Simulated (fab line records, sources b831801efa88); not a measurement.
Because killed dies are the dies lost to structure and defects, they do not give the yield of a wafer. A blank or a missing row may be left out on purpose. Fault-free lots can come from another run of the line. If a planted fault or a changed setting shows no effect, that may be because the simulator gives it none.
fab line records	flow sky130
record lots=14	wafers=42	lastDay=50
route steps=708 shown POLY_GATE@228 LDD_N@250 CONTACT@423 PAD_OPEN@708
lots that met no fault: taken from a fault-free run of the same line
startH: the number of hours between the record's first day and the start of the first shown wafer of the lot	waitH: time in hours since the lot's previous step	" identical to the entry in the row above	L1.1+2: several wafers, shown together as one row	- no value, or no start given	* or withheld: withheld	< > ~ a bound
route shown NAME@n: a module of which the file shows steps, and the number in the route of the first	usual: mean/standard deviation taken from wafers without a fault	same: alike in all rows	chamber/n: place in a boat	sites: readings site by site	_std_site: the values' standard deviation	_edge_site: mean of outer sites minus mean of inner sites	radiusMm: for every site, how far away it sits from the centre of the wafer	mask NAME#n: copy n	behind: the most recent tool/chamber to have shaped the wafer	hold: reason for holding the lot/hours on hold/outcome of the hold	device: whichever transistor did not switch (one of n, p or np)	end of line: tests run on the same wafers once the route is complete	a step with no rows: only its recipe	killed: dies lost to structure and defects at the first sort, not the wafer's yield	map: a wafer's dies, x killed, . not, _ none there
set.NAME: the setting as run; set.NAME@STEP: as run at that earlier step	model.NAME: the simulator's own value behind a step, which no gauge read
steps of the route over a sample of lots; a table a step, a row a wafer
services: the hour from which a tool's chamber was out of use, counted from the record's first day as startH (under 0 if before that day), plus the number of hours and why
## steps
# step SKY_POLY_GATE_OVL_MEAS_14
# usual POLY_GATE_OVL=4/5.6
lot.wafer	tool	chamber	startH	waitH	POLY_GATE_OVL[nm]
L690.1	overlay-02	-	358.55	0.1	5
L690.2	"	-	"	"	11
L690.5	"	-	"	"	10
L691.2	overlay-02	-	371.61	0.1	-1
L691.3	"	-	"	"	8
L691.5	"	-	"	"	0
L692.2	overlay-02	-	383.91	0.1	-10
L692.4	"	-	"	"	-7
L692.6	"	-	"	"	-3
L693.1	overlay-01	-	392.20	0.1	19
L693.2	"	-	"	"	20
L693.3	"	-	"	"	11
L695.2	overlay-01	-	399.56	0.1	12
L695.4	"	-	"	"	12
L695.5	"	-	"	"	10
L694.2	overlay-02	-	403.62	0.1	5
L694.4	"	-	"	"	5
L694.6	"	-	"	"	7
L697.1	overlay-02	-	430.65	0.1	-1
L697.3	"	-	"	"	-2
L697.4	"	-	"	"	-2
L699.1	overlay-01	-	439.81	0.1	1
L699.2	"	-	"	"	4
L699.4	"	-	"	"	-1
L704.1	overlay-01	-	492.05	0.1	9
L704.4	"	-	"	"	9
L704.6	"	-	"	"	9
L707.1	overlay-02	-	518.81	0.1	1
L707.2	"	-	"	"	0
L707.3	"	-	"	"	-7
L710.2	overlay-01	-	537.95	0.1	4
L710.3	"	-	"	"	7
L710.5	"	-	"	"	5
L712.1	overlay-02	-	555.01	0.1	-2
L712.3	"	-	"	"	-7
L712.5	"	-	"	"	-1
L711.1	overlay-01	-	558.51	0.1	2
L711.2	"	-	"	"	2
L711.4	"	-	"	"	3
L713.1	overlay-02	-	569.10	0.1	6
L713.4	"	-	"	"	7
L713.6	"	-	"	"	11
# step SKY_LDD_N_IMPLANT_13
# recipe species=BF2	energyKev=50	doseCm2=5e+12	tiltDeg=30	rotationDeg=90
# usual faradayCurrentUA=28.2/0.54
lot.wafer	tool	chamber	startH	waitH	faradayCurrentUA
L690.1	implanter-01	0	390.57	0.1	29.2
L690.2	"	0	"	"	27.7
L690.5	"	0	"	"	28.7
L691.2	implanter-01	0	402.38	0.1	29.2
L691.3	"	0	"	"	27.7
L691.5	"	0	"	"	28.5
L692.2	implanter-01	0	416.73	0.1	27.6
L692.4	"	0	"	"	28.6
L692.6	"	0	"	"	28.0
L693.1	implanter-01	0	424.77	0.1	28.5
L693.2	"	0	"	"	28.4
L693.3	"	0	"	"	28.6
L695.2	implanter-01	0	433.43	0.1	28.9
L695.4	"	0	"	"	28.0
L695.5	"	0	"	"	27.8
L694.2	implanter-02	0	437.23	0.1	27.5
L694.4	"	0	"	"	28.2
L694.6	"	0	"	"	28.3
L697.1	implanter-03	0	465.02	0.1	28.4
L697.3	"	0	"	"	28.2
L697.4	"	0	"	"	28.4
L699.1	implanter-01	0	473.75	0.1	27.6
L699.2	"	0	"	"	27.8
L699.4	"	0	"	"	27.8
L699.1	implanter-01	0	474.07	0.3	28.6
L699.2	"	0	"	"	28.1
L699.4	"	0	"	"	28.0
L704.1	implanter-03	0	526.11	0.1	27.4
L704.4	"	0	"	"	27.7
L704.6	"	0	"	"	27.6
L704.1	implanter-03	0	526.43	0.3	28.0
L704.4	"	0	"	"	28.7
L704.6	"	0	"	"	27.1
L707.1	implanter-02	0	551.52	0.1	28.8
L707.2	"	0	"	"	28.0
L707.3	"	0	"	"	29.2
L710.2	implanter-03	0	572.73	0.1	28.4
L710.3	"	0	"	"	27.8
L710.5	"	0	"	"	29.2
L712.1	implanter-03	0	586.94	0.1	28.4
L712.3	"	0	"	"	28.9
L712.5	"	0	"	"	28.2
L711.1	implanter-02	0	589.10	0.1	28.8
L711.2	"	0	"	"	28.1
L711.4	"	0	"	"	28.2
L713.1	implanter-03	0	602.16	0.1	28.7
L713.4	"	0	"	"	27.7
L713.6	"	0	"	"	27.5
# step SKY_CONTACT_ETCH_17
# recipe target=SiO2	chemistry=C4F8/O2/Ar	stopOn=Si3N4	maskMaterial=KrF-thick	sourceW=1500	biasW=1200	pressureMtorr=40	c4f8FlowSccm=withheld	O2_flow_sccm=6	Ar_flow_sccm=300	timeS=withheld	targetDepthA=3400
# usual oesProductAu=0.891/0.0048
lot.wafer	tool	chamber	startH	waitH	oesProductAu
L690.1	rieDiel-02	1	722.33	0.0	0.896
L690.2	"	0	"	"	0.889
L690.5	"	3	"	"	0.888
L691.2	rieDiel-04	2	733.99	0.0	0.897
L691.3	"	0	"	"	0.894
L691.5	"	3	"	"	0.888
L692.2	rieDiel-04	2	747.69	0.0	0.894
L692.4	"	3	"	"	0.888
L692.6	"	0	"	"	0.897
L693.1	rieDiel-02	0	754.63	0.0	0.892
L693.2	"	3	"	"	0.893
L693.3	"	1	"	"	0.885
L695.2	rieDiel-04	0	758.88	0.0	0.890
L695.4	"	1	"	"	0.890
L695.5	"	2	"	"	0.894
L694.2	rieDiel-04	3	764.33	0.0	0.886
L694.4	"	2	"	"	0.894
L694.6	"	3	"	"	0.894
L697.1	rieDiel-04	0	788.89	0.0	0.902
L697.3	"	1	"	"	0.894
L697.4	"	2	"	"	0.899
L699.1	rieDiel-03	2	795.54	0.0	0.895
L699.2	"	0	"	"	0.889
L699.4	"	1	"	"	0.893
L704.1	rieDiel-02	1	841.57	0.0	0.887
L704.4	"	1	"	"	0.888
L704.6	"	2	"	"	0.892
L707.1	rieDiel-03	2	865.43	0.0	0.889
L707.2	"	0	"	"	0.893
L707.3	"	3	"	"	0.890
L710.2	rieDiel-02	1	884.48	0.0	0.892
L710.3	"	2	"	"	0.888
L710.5	"	0	"	"	0.896
L712.1	rieDiel-02	3	892.68	0.0	0.891
L712.3	"	1	"	"	0.894
L712.5	"	3	"	"	0.888
L711.1	rieDiel-04	1	898.03	0.0	0.895
L711.2	"	3	"	"	0.896
L711.4	"	0	"	"	0.900
L713.1	rieDiel-03	3	907.18	0.0	0.895
L713.4	"	2	"	"	0.885
L713.6	"	0	"	"	0.895
# step SKY_CONTACT_CVD_24
# recipe material=W	targetThkNm=340	timeS=102.12	tempC=400	pressureTorr=40
# usual heaterPowerOuterW=528/48	heaterPowerW=869/90
lot.wafer	tool	chamber	startH	waitH	heaterPowerOuterW	heaterPowerW
L690.1	cvdW-01	0	723.08	0.0	477	787
L690.2	"	1	"	"	529	853
L690.5	"	1	"	"	522	837
L691.2	cvdW-02	1	734.77	0.0	614	1031
L691.3	"	1	"	"	607	1007
L691.5	"	0	"	"	550	937
L692.2	cvdW-02	1	748.44	0.0	607	998
L692.4	"	1	"	"	609	1012
L692.6	"	0	"	"	550	906
L693.1	cvdW-02	1	755.37	0.0	606	1007
L693.2	"	0	"	"	540	921
L693.3	"	1	"	"	617	979
L695.2	cvdW-01	1	759.62	0.0	536	847
L695.4	"	0	"	"	482	760
L695.5	"	0	"	"	467	765
L694.2	cvdW-02	1	765.08	0.0	614	1030
L694.4	"	0	"	"	534	945
L694.6	"	1	"	"	601	1003
L697.1	cvdW-01	1	789.70	0.0	524	858
L697.3	"	1	"	"	502	859
L697.4	"	0	"	"	478	777
L699.1	cvdW-01	1	796.30	0.0	532	843
L699.2	"	0	"	"	477	765
L699.4	"	1	"	"	508	838
L704.1	cvdW-01	1	842.35	0.0	520	864
L704.4	"	0	"	"	475	775
L704.6	"	0	"	"	476	751
L707.1	cvdW-01	0	866.21	0.0	476	764
L707.2	"	1	"	"	519	855
L707.3	"	1	"	"	508	863
L710.2	cvdW-01	0	885.28	0.0	474	774
L710.3	"	0	"	"	480	755
L710.5	"	1	"	"	523	865
L712.1	cvdW-01	0	893.42	0.0	470	759
L712.3	"	0	"	"	480	755
L712.5	"	1	"	"	518	870
L711.1	cvdW-02	0	898.80	0.0	543	916
L711.2	"	1	"	"	620	1005
L711.4	"	0	"	"	548	963
L713.1	cvdW-01	0	908.15	0.2	484	766
L713.4	"	0	"	"	477	761
L713.6	"	1	"	"	516	874
# step SKY_PAD_OPEN_PROBE_99
# usual killed_at_M0_to_M3=44/7.2	killed_at_M4_up=3.0/1.9	killedAtContacts=25/4.8	killedAtFrontEnd=16/4.2	killedAtOther=0.2/0.44	killedDies=88/9.3	killedOnRim=17/3.6	killedOpen=48/7.1	killedShort=40/6.5
# same grossDies=492	killedAtBackSide=0
lot.wafer	tool	chamber	startH	waitH	killed_at_M0_to_M3	killed_at_M4_up	killedAtContacts	killedAtFrontEnd	killedAtOther	killedDies	killedOnRim	killedOpen	killedShort
L691.2	prober-01	-	1076.16	0.1	51	1	19	10	0	81	18	45	36
L691.3	prober-01	-	1076.21	0.2	55	1	25	13	0	94	17	47	47
L691.5	prober-01	-	1076.31	0.2	46	3	21	16	0	86	19	41	45
L693.1	prober-01	-	1086.66	0.1	29	6	28	21	1	85	12	44	41
L693.2	prober-01	-	1086.71	0.1	44	3	29	19	0	95	16	56	39
L693.3	prober-01	-	1086.76	0.2	41	4	21	14	1	81	14	42	39
L695.2	prober-02	-	1098.46	0.1	62	5	20	13	0	100	17	57	43
L695.4	prober-02	-	1098.56	0.2	39	5	26	15	0	85	17	46	39
L695.5	prober-02	-	1098.61	0.2	46	0	25	15	0	86	16	52	34
L699.1	prober-01	-	1122.01	0.1	36	3	27	14	0	80	16	46	34
L699.2	prober-01	-	1122.06	0.1	46	1	28	11	0	86	14	38	48
L699.4	prober-01	-	1122.16	0.2	46	3	24	13	0	86	16	50	36
L704.1	prober-02	-	1153.49	0.1	53	3	13	16	0	85	17	45	40
L704.4	prober-02	-	1153.64	0.2	42	3	30	23	1	99	22	51	48
L704.6	prober-02	-	1153.74	0.2	39	2	22	23	1	87	9	44	43
L707.1	prober-01	-	1168.52	0.1	37	5	19	18	0	79	15	33	46
L707.2	prober-01	-	1168.57	0.1	31	3	27	24	0	85	18	51	34
L707.3	prober-01	-	1168.62	0.2	45	5	17	20	0	87	19	51	36
L711.1	prober-02	-	1191.75	0.1	32	0	33	15	0	80	17	49	31
L711.2	prober-02	-	1191.80	0.1	58	3	28	26	0	115	19	66	49
L711.4	prober-02	-	1191.90	0.2	35	3	31	20	0	89	15	48	41
# killed by level:class
L691.2 VIA1:geometricParticle:open=14 VIA3:geometricParticle:open=7 METAL1:geometricParticle:short=7 VIA1:geometricParticle:short=7 VIA2:geometricParticle:open=6 CONTACT:geometricParticle:open=6 LI_CONTACT:geometricParticle:open=5 CONTACT:geometricParticle:short=5
L691.3 VIA1:geometricParticle:open=15 VIA1:geometricParticle:short=10 CONTACT:geometricParticle:open=9 METAL1:geometricParticle:short=8 VIA3:geometricParticle:open=8 FIELD_ISO:geometricParticle:short=5 LI_CONTACT:geometricParticle:open=4 LI_CONTACT:geometricParticle:short=4
L691.5 VIA1:geometricParticle:open=15 CONTACT:geometricParticle:open=6 METAL2:geometricParticle:short=6 POLY_GATE:geometricParticle:short=5 LI_CONTACT:geometricParticle:open=5 METAL1:geometricParticle:short=5 CONTACT:geometricParticle:short=4 VIA1:geometricParticle:short=4
L693.1 LI_CONTACT:geometricParticle:open=12 CONTACT:geometricParticle:open=9 FIELD_ISO:geometricParticle:open=8 POLY_GATE:geometricParticle:short=7 VIA2:geometricParticle:short=6 METAL2:geometricParticle:short=5 METAL4:geometricParticle:short=5 POLY_GATE:geometricParticle:open=3
L693.2 CONTACT:geometricParticle:open=9 VIA2:geometricParticle:open=9 VIA3:geometricParticle:open=9 POLY_GATE:geometricParticle:open=7 FIELD_ISO:geometricParticle:open=6 LI_CONTACT:geometricParticle:open=6 CONTACT:geometricParticle:short=5 METAL2:geometricParticle:short=5
L693.3 CONTACT:geometricParticle:open=9 VIA1:geometricParticle:open=9 VIA1:geometricParticle:short=8 FIELD_ISO:geometricParticle:short=7 CONTACT:geometricParticle:short=7 VIA3:geometricParticle:open=7 VIA2:geometricParticle:open=5 LI_CONTACT:geometricParticle:open=4
L695.2 VIA1:geometricParticle:open=18 LI_CONTACT:geometricParticle:open=8 METAL1:geometricParticle:short=7 VIA1:geometricParticle:short=7 VIA2:geometricParticle:open=7 METAL2:geometricParticle:short=6 CONTACT:geometricParticle:open=6 VIA3:geometricParticle:open=5
L695.4 VIA1:geometricParticle:open=14 LI_CONTACT:geometricParticle:short=6 LI_CONTACT:geometricParticle:open=6 CONTACT:geometricParticle:open=6 VIA2:geometricParticle:open=6 FIELD_ISO:geometricParticle:short=5 VIA3:geometricParticle:open=5 FIELD_ISO:geometricParticle:open=4
L695.5 CONTACT:geometricParticle:open=14 VIA3:geometricParticle:open=10 VIA1:geometricParticle:open=8 VIA1:geometricParticle:short=5 METAL2:geometricParticle:short=5 METAL1:geometricParticle:short=4 POLY_GATE:geometricParticle:short=3 LI_CONTACT:geometricParticle:open=3
L699.1 VIA1:geometricParticle:open=14 CONTACT:geometricParticle:open=11 CONTACT:geometricParticle:short=7 FIELD_ISO:geometricParticle:open=5 LI_CONTACT:geometricParticle:open=5 VIA3:geometricParticle:open=5 METAL2:geometricParticle:short=4 LI_CONTACT:geometricParticle:short=3
L699.2 VIA1:geometricParticle:open=9 VIA3:geometricParticle:open=9 LI_CONTACT:geometricParticle:short=6 CONTACT:geometricParticle:short=6 METAL1:geometricParticle:short=6 LOCAL_INTERCONNECT:geometricParticle:short=5 CONTACT:geometricParticle:open=5 VIA1:geometricParticle:short=5
L699.4 VIA3:geometricParticle:open=11 VIA1:geometricParticle:open=10 CONTACT:geometricParticle:open=9 CONTACT:geometricParticle:short=7 METAL2:geometricParticle:short=6 VIA2:geometricParticle:short=6 FIELD_ISO:geometricParticle:open=5 METAL2:geometricParticle:open=4
L704.1 VIA3:geometricParticle:open=10 VIA1:geometricParticle:short=8 VIA1:geometricParticle:open=8 METAL1:geometricParticle:short=8 VIA2:geometricParticle:open=8 METAL2:geometricParticle:short=6 FIELD_ISO:geometricParticle:short=4 POLY_GATE:geometricParticle:short=4
L704.4 VIA1:geometricParticle:open=13 CONTACT:geometricParticle:open=12 POLY_GATE:geometricParticle:short=10 METAL1:geometricParticle:short=8 VIA2:geometricParticle:open=6 POLY_GATE:geometricParticle:open=5 LI_CONTACT:geometricParticle:open=5 CONTACT:geometricParticle:short=5
L704.6 VIA1:geometricParticle:open=10 POLY_GATE:geometricParticle:short=8 LI_CONTACT:geometricParticle:open=8 CONTACT:geometricParticle:open=7 METAL1:geometricParticle:short=6 VIA3:geometricParticle:open=6 METAL2:geometricParticle:short=6 POLY_GATE:geometricParticle:open=5
L707.1 VIA1:geometricParticle:open=7 METAL2:geometricParticle:short=7 CONTACT:geometricParticle:short=5 POLY_GATE:geometricParticle:short=5 LOCAL_INTERCONNECT:geometricParticle:short=5 VIA3:geometricParticle:open=5 FIELD_ISO:geometricParticle:open=4 SPACER:geometricParticle:short=4
L707.2 VIA1:geometricParticle:open=10 LI_CONTACT:geometricParticle:open=8 CONTACT:geometricParticle:short=8 CONTACT:geometricParticle:open=8 FIELD_ISO:geometricParticle:short=7 POLY_GATE:geometricParticle:open=5 VIA3:geometricParticle:open=5 FIELD_ISO:geometricParticle:open=3
L707.3 VIA1:geometricParticle:open=8 LI_CONTACT:geometricParticle:open=7 VIA2:geometricParticle:open=7 CONTACT:geometricParticle:open=6 FIELD_ISO:geometricParticle:short=5 METAL3:geometricParticle:short=5 VIA3:geometricParticle:open=5 FIELD_ISO:geometricParticle:open=4
L711.1 LI_CONTACT:geometricParticle:open=12 CONTACT:geometricParticle:open=12 VIA1:geometricParticle:open=9 METAL2:geometricParticle:short=6 POLY_GATE:geometricParticle:open=4 POLY_GATE:geometricParticle:short=4 LOCAL_INTERCONNECT:geometricParticle:short=4 VIA1:geometricParticle:short=4
L711.2 VIA1:geometricParticle:open=14 LI_CONTACT:geometricParticle:open=10 VIA3:geometricParticle:open=9 METAL1:geometricParticle:short=9 CONTACT:geometricParticle:open=7 VIA2:geometricParticle:open=7 FIELD_ISO:geometricParticle:open=6 FIELD_ISO:geometricParticle:short=5
L711.4 LI_CONTACT:geometricParticle:open=11 METAL2:geometricParticle:short=9 VIA2:geometricParticle:open=7 VIA3:geometricParticle:open=7 FIELD_ISO:geometricParticle:open=6 CONTACT:geometricParticle:short=6 CONTACT:geometricParticle:open=6 LI_CONTACT:geometricParticle:short=5
## services
tool	chamber	startH	hours	kind
cvdW-01	-	390.00	14.0	pm
implanter-03	-	433.54	4.8	pm
implanter-01	-	476.79	1.8	repair
cvdW-01	-	478.08	1.2	repair
implanter-01	-	496.41	213.8	pm
cvdW-01	-	530.47	6.0	pm
implanter-03	-	577.96	8.2	repair
rieDiel-04	3	579.03	1.7	repair
implanter-03	-	609.32	1.6	repair
rieDiel-04	3	619.73	13.8	repair
implanter-03	-	622.93	2.3	repair
cvdW-01	-	640.35	6.9	pm
implanter-03	-	649.07	1.8	repair
implanter-03	-	652.81	2.5	pm
implanter-03	-	664.56	3.3	repair
cvdW-01	-	685.17	1.0	repair
rieDiel-04	3	701.99	23.6	repair
implanter-01	-	710.19	2.7	pm
rieDiel-04	1	725.20	24.6	repair
implanter-03	-	737.41	6.0	pm
implanter-01	-	738.79	2.6	repair
implanter-01	-	760.81	7.3	repair
rieDiel-04	3	811.65	16.3	repair
cvdW-01	-	904.72	0.9	repair
## key
firstSign step=SKY_LDD_N_IMPLANT_13	reading=visit	direction=added
effect none on later readings
metAt SKY_LDD_N_IMPLANT_13
struckLots L699,L704
testerLeftOut L699,L704
notActingAt SKY_POLY_GATE_OVL_MEAS_14,SKY_CONTACT_ETCH_17,SKY_CONTACT_CVD_24
fault kind=repeatedStepWhole	tool=implanter-01,implanter-02,implanter-03	chamber=-	onsetH=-	steps=SKY_LDD_N_IMPLANT_13	times=1	scope=struckLotsOnly
# testerLeftOut: of these lots the tester's yield and bins aren't shown, on N5 and GAA mostly nor the transistor test; their killed dies are dies lost to structure and defects alone, not to doping, threshold or leakage, so they don't give the yield
